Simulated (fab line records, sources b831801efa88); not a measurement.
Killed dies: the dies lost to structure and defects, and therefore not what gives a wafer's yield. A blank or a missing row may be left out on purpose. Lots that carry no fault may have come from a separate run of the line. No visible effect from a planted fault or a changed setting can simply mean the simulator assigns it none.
Split-lot trial | flow sfqLine | 5 lots, 23 wafers read, on a route of 325 steps

THE SPLIT ITSELF
At SFQ_TRILAYER_M0_DEP_SPUTTER_019 (material Nb, target thk 200 nm, time 133.3 s), the setting timeS was moved away from the recipe's 133.3 s on 7 of the 23 wafers read, by -14.0% to +8.0%. For the rest of the wafers, this setting stayed at what the recipe calls for.

FROM THE SPLIT TO THE READING: what the file shows between them, 4 steps
- SFQ_M0_RS_MEAS_904: measures by four-point-probe
- SFQ_TRILAYER_M0_LITHO_PEB_024: peb time 60 s (also split here: pebTimeS)
- SFQ_TRILAYER_M0_LITHO_DEVELOP_023: time 60 s
- SFQ_TRILAYER_M0_BARC_OPEN_METAL_ETCH_031: etches BARC in O2, target depth 125 nm, time 41.7 s

THE READING
oesProductAu, in a.u., at SFQ_TRILAYER_M0_ETCH_METAL_ETCH_024 (etches Nb in Cl2/Ar, stops on SiO2, target depth 240 nm, time 120 s). Fault-free wafers of this fab line usually give 0.897 a.u., standard deviation 0.0061 a.u.

wafer  | tool, chamber at the split | timeS as run, s | against the recipe | oesProductAu, a.u. | against lot-mates on the recipe
L078.2 | pvdSputter-06, -           | 133.3           | recipe             | 0.894              | -
L078.3 | pvdSputter-06, -           | 133.3           | recipe             | 0.901              | -
L078.4 | pvdSputter-06, -           | 133.3           | recipe             | 0.892              | -
L078.5 | pvdSputter-06, -           | 133.3           | recipe             | 0.895              | -
L078.6 | pvdSputter-06, -           | 133.3           | recipe             | 0.898              | -
L079.1 | pvdSputter-05, -           | 133.3           | recipe             | 0.892              | -
L079.2 | pvdSputter-05, -           | 133.3           | recipe             | 0.901              | -
L079.3 | pvdSputter-05, -           | 133.3           | recipe             | 0.910              | -
L081.1 | pvdSputter-06, -           | 133.3           | recipe             | 0.895              | -
L081.2 | pvdSputter-06, -           | 133.3           | recipe             | 0.888              | -
L081.4 | pvdSputter-06, -           | 143.9           | +8.0%              | 0.939              | +0.046
L081.5 | pvdSputter-06, -           | 143.9           | +8.0%              | 0.938              | +0.045
L081.6 | pvdSputter-06, -           | 133.3           | recipe             | 0.897              | -
L083.1 | pvdSputter-05, -           | 133.3           | recipe             | 0.901              | -
L083.3 | pvdSputter-05, -           | 133.3           | recipe             | 0.896              | -
L083.4 | pvdSputter-05, -           | 114.7           | -14.0%             | 0.825              | -0.072
L083.5 | pvdSputter-05, -           | 114.7           | -14.0%             | 0.831              | -0.066
L083.6 | pvdSputter-05, -           | 133.3           | recipe             | 0.895              | -
L084.1 | pvdSputter-04, -           | 119             | -10.7%             | 0.836              | -0.056
L084.2 | pvdSputter-04, -           | 133.3           | recipe             | 0.892              | -
L084.3 | pvdSputter-04, -           | 119             | -10.7%             | 0.834              | -0.058
L084.5 | pvdSputter-04, -           | 119             | -10.7%             | 0.832              | -0.060
L084.6 | pvdSputter-04, -           | 133.3           | recipe             | 0.892              | -

FIT RESULTS
A straight line over all 23 wafers: oesProductAu changes by +0.00531 a.u. for each +1% of timeS; r = +0.99; the points scatter about the line by 0.0053 a.u.
The same after taking each lot's own level away (the mean of its wafers on the recipe; 23 wafers): +0.00527 a.u. for each +1%; r = +0.99; scatter 0.0042 a.u.
On that fit, the largest move of timeS shifts the reading by 0.074 a.u.
Across the lots, their own levels run from 0.8920 to 0.9010 a.u., a range of 1.5 times the standard deviation given above.
Consequently the slope shifts little with the lot-to-lot level, the two slopes agreeing.
Check: -0.0733 a.u. against its lot-mates is what the line predicts for one of the wafers moved furthest among these (-14.0%) when that wafer is left out of the fit. Against them it came out at -0.0723 a.u.

THE OTHER SPLITS THESE WAFERS WENT THROUGH
Before the reading, these wafers also passed through other splits. Each is held against what the fit with the lots' levels taken away leaves over:
other split on the same wafers                 | wafers away from the commonest value | r with oesProductAu (lot level and that fit taken away)
SFQ_TRILAYER_L0_LITHO_COAT_010 spinRpm         | 8                                    | -0.05
SFQ_TRILAYER_L0_BARC_OPEN_METAL_ETCH_010 timeS | 9                                    | +0.18
SFQ_TRILAYER_L0_VIA_LITHO_EXPOSE_014 doseMj    | 8                                    | +0.33
SFQ_TRILAYER_M0_LITHO_PEB_024 pebTimeS         | 7                                    | +0.08

THE WHOLE CHAIN: every reading that the file lists as answering this split, in the file's order
step                                | what it does                                                        | reading                                                                                  | change (the file's fit)                   | r (the file's)
SFQ_TRILAYER_M0_DEP_SPUTTER_019     | material Nb, target thk 200 nm, time 133.3 s                        | Nb_of_TRILAYER_M0_DEP_SPUTTER_019.thkNm (the simulator's own value, which no gauge read) | +2.06 nm for each +1% of the setting      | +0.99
SFQ_M0_RS_MEAS_904                  | measures by four-point-probe                                        | M0_NB_RS                                                                                 | -0.0102 for each +1% of the setting       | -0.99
SFQ_TRILAYER_M0_ETCH_METAL_ETCH_024 | etches Nb in Cl2/Ar, stops on SiO2, target depth 240 nm, time 120 s | oesProductAu                                                                             | +0.00522 a.u. for each +1% of the setting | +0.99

THE FILE'S OWN FIT
oesProductAu changes by +0.00522 a.u. for each +1% of timeS, r = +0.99.
